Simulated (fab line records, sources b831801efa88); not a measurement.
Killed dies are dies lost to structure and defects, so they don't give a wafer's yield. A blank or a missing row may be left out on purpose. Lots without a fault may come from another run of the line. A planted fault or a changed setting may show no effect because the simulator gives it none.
Which tool did it? | flow sky130 | 11 lots, 33 wafers sampled, at 6 steps of a route of 708

WHAT THE GAUGES READ, wafer by wafer
SKY_POLY_GATE_CD_MEAS_13: target cd 150 nm.
lot  | measured     | on        | cd_nm (nm)
L940 | day 15 23:59 | cd_sem-01 | 147.4 146.8 147.7
L947 | day 19 01:32 | cd_sem-01 | 150.4 149.4 151.3
L948 | day 19 19:26 | cd_sem-02 | 148.4 147.4 149.6
L949 | day 20 00:52 | cd_sem-02 | 149.3 149.8 149.6
L952 | day 21 19:17 | cd_sem-02 | 149.8 149.5 149.6
L955 | day 22 09:04 | cd_sem-01 | 148.4 149.9 149.5
L957 | day 22 12:01 | cd_sem-02 | 149.9 150.9 151.2
L959 | day 23 07:54 | cd_sem-02 | 149.4 150.1 150.0
L958 | day 23 12:01 | cd_sem-01 | 148.3 148.6 147.8
L960 | day 23 18:03 | cd_sem-01 | 153.0 152.7 153.5
L962 | day 24 04:09 | cd_sem-01 | 148.2 149.4 150.0

SKY_LDD_N_OVL_MEAS_07.
lot  | measured     | on         | LDD_N_OVL (nm)
L940 | day 17 07:49 | overlay-02 | -0.4 -0.2 0.4
L947 | day 20 12:10 | overlay-02 | - - -
L948 | day 21 04:25 | overlay-02 | - - -
L949 | day 21 09:10 | overlay-02 | - - -
L952 | day 23 03:19 | overlay-02 | -0.5 -0.6 -0.1
L955 | day 23 17:43 | overlay-02 | -0.4 0.7 0.9
L957 | day 23 20:25 | overlay-01 | -1.5 -2.4 -1.2
L959 | day 24 15:53 | overlay-02 | -1.0 -0.9 1.1
L958 | day 24 19:04 | overlay-01 | -2.5 -3.0 -2.3
L960 | day 25 01:55 | overlay-01 | -1.7 -1.7 -0.1
L962 | day 25 11:34 | overlay-01 | -0.1 -1.2 -1.7

SKY_LDD_P_TW_MEAS_11.
lot  | measured     | on            | LDD_P_TW
L940 | day 18 14:43 | film_metro-04 | 622 624 622
L947 | day 21 20:08 | film_metro-04 | 2542 2541 2539
L948 | day 22 12:05 | film_metro-04 | 2569 2549 2554
L949 | day 22 16:25 | film_metro-04 | 2565 2554 2562
L952 | day 24 11:25 | film_metro-04 | 629 626 627
L955 | day 25 01:14 | film_metro-03 | 630 629 631
L957 | day 25 03:34 | film_metro-02 | 655 658 657
L959 | day 25 23:12 | film_metro-04 | 619 627 623
L958 | day 26 02:08 | film_metro-04 | 629 631 628
L960 | day 26 08:41 | film_metro-02 | 660 654 656
L962 | day 26 17:22 | film_metro-04 | 628 628 628

SKY_LDD_HVN_TW_MEAS_10.
lot  | measured     | on            | LDD_HVN_TW
L940 | day 19 20:57 | film_metro-01 | 1429 1426 1426
L947 | day 23 02:22 | film_metro-02 | 2789 2785 2806
L948 | day 23 18:07 | film_metro-01 | 2673 2669 2655
L949 | day 23 21:47 | film_metro-03 | 2677 2658 2677
L952 | day 25 17:15 | film_metro-02 | 1486 1495 1486
L955 | day 26 06:19 | film_metro-02 | 1483 1490 1489
L957 | day 26 08:57 | film_metro-03 | 1428 1437 1423
L959 | day 27 03:42 | film_metro-01 | 1415 1418 1422
L958 | day 27 06:11 | film_metro-01 | 1425 1422 1419
L960 | day 27 13:03 | film_metro-01 | 1418 1419 1420
L962 | day 27 22:15 | film_metro-02 | 1462 1470 1477

WHICH TOOL RAN EACH LOT (tool, then ch and the chambers of the sampled wafers, then the start)
lot  | SKY_RES_PROTECT_STRIP_07             | SKY_LDD_N_COAT_02
L940 | plasma_asher-04 ch 0,1, day 14 18:04 | litho_track-03 ch 0, day 16 16:55
L947 | plasma_asher-02 ch 0, day 17 17:25   | litho_track-01, day 19 20:03
L948 | plasma_asher-01 ch 0,1, day 18 11:03 | litho_track-03, day 20 14:02
L949 | plasma_asher-04 ch 0,1, day 18 15:58 | litho_track-01, day 20 18:15
L952 | plasma_asher-02 ch 0,1, day 20 09:30 | litho_track-03 ch 0, day 22 11:28
L955 | plasma_asher-04 ch 0,1, day 20 23:31 | litho_track-02 ch 0, day 23 02:44
L957 | plasma_asher-04 ch 0,1, day 21 04:16 | litho_track-03 ch 0, day 23 05:37
L959 | plasma_asher-01 ch 0,1, day 22 00:18 | litho_track-03 ch 0, day 24 00:46
L958 | plasma_asher-04 ch 0,1, day 22 04:36 | litho_track-01 ch 0, day 24 04:28
L960 | plasma_asher-01 ch 0,1, day 22 10:06 | litho_track-01 ch 0, day 24 11:19
L962 | plasma_asher-01 ch 0,1, day 22 20:55 | litho_track-03 ch 0, day 24 20:07
- SKY_RES_PROTECT_STRIP_07: strips in O2/N2.
- SKY_LDD_N_COAT_02: resist thk 300 nm.

WHAT THE TOOLS THEMSELVES READ (means of the sampled wafers that have a number; where no wafer has one, the mark that the record gives instead)
SKY_RES_PROTECT_STRIP_07.
lot  | tool            | drypump_motor_current_A (A) | oes_product_au (a.u.) | strip_time_to_endpoint_s (s)
L940 | plasma_asher-04 | 6.21                        | 0.516                 | 23.33
L947 | plasma_asher-02 | 5.92                        | 0.520                 | 23.28
L948 | plasma_asher-01 | 6.13                        | 0.517                 | 23.25
L949 | plasma_asher-04 | 6.10                        | 0.516                 | 23.33
L952 | plasma_asher-02 | 5.67                        | 0.520                 | 23.38
L955 | plasma_asher-04 | 6.17                        | 0.515                 | 23.30
L957 | plasma_asher-04 | 6.17                        | 0.518                 | 23.30
L959 | plasma_asher-01 | 6.12                        | 0.517                 | 23.31
L958 | plasma_asher-04 | 6.11                        | 0.517                 | 23.24
L960 | plasma_asher-01 | 6.14                        | 0.519                 | 23.27
L962 | plasma_asher-01 | 6.15                        | 0.516                 | 23.28

SKY_LDD_N_COAT_02.
lot  | tool           | chill_plate_temp_C (C) | dispense_pressure_kPa (kPa) | exhaust_pa (Pa)
L940 | litho_track-03 | 23.24                  | 52.4                        | 44.5
L947 | litho_track-01 | -                      | -                           | -
L948 | litho_track-03 | -                      | -                           | -
L949 | litho_track-01 | -                      | -                           | -
L952 | litho_track-03 | 22.94                  | 52.5                        | 45.7
L955 | litho_track-02 | 23.04                  | 49.6                        | 44.7
L957 | litho_track-03 | 23.07                  | 52.4                        | 45.6
L959 | litho_track-03 | 22.87                  | 52.4                        | 45.0
L958 | litho_track-01 | 22.91                  | 55.3                        | 44.7
L960 | litho_track-01 | 22.97                  | 55.2                        | 45.9
L962 | litho_track-03 | 23.13                  | 52.5                        | 45.4

THE ANSWER, worked out from the rows above alone
Rule: what is usual is taken from the lots themselves. Put in order of their means at a reading, lots are off if they are a third of the lots or fewer, leave a main group of 4 or more, and stand apart from it by a gap of 3 or more times the standard deviation of the main group's means; of several such gaps the widest counts. A main group whose means are all the same, to the digits that the tables above print for the reading, isn't used. A lot without any number at a reading at which 4 lots or more have one is off too. The other lots that the step has rows for count as sound. The gauges are gone through in route order, then the tools' own readings, and for those a lot's mean is taken as printed above. The first step at which some lot is off is used, and at that step the reading that is off furthest; a lot without a number counts as furthest.
Off: L947, L948, L949, at SKY_LDD_N_OVL_MEAS_07 (LDD_N_OVL). Without a number there: L947, L948, L949. The main group: mean -0.8 nm, standard deviation 0.91.
A tool fits if, at a process step before that reading, it ran every lot that is off, and no sound lot after the first of them. The gauges at SKY_LDD_N_OVL_MEAS_07 aren't tried: what is off there is off at SKY_LDD_P_TW_MEAS_11 too, on other tools, and a gauge's error can't cause that. None of those tried fits.

WHAT THE SIMULATOR HAD PUT IN
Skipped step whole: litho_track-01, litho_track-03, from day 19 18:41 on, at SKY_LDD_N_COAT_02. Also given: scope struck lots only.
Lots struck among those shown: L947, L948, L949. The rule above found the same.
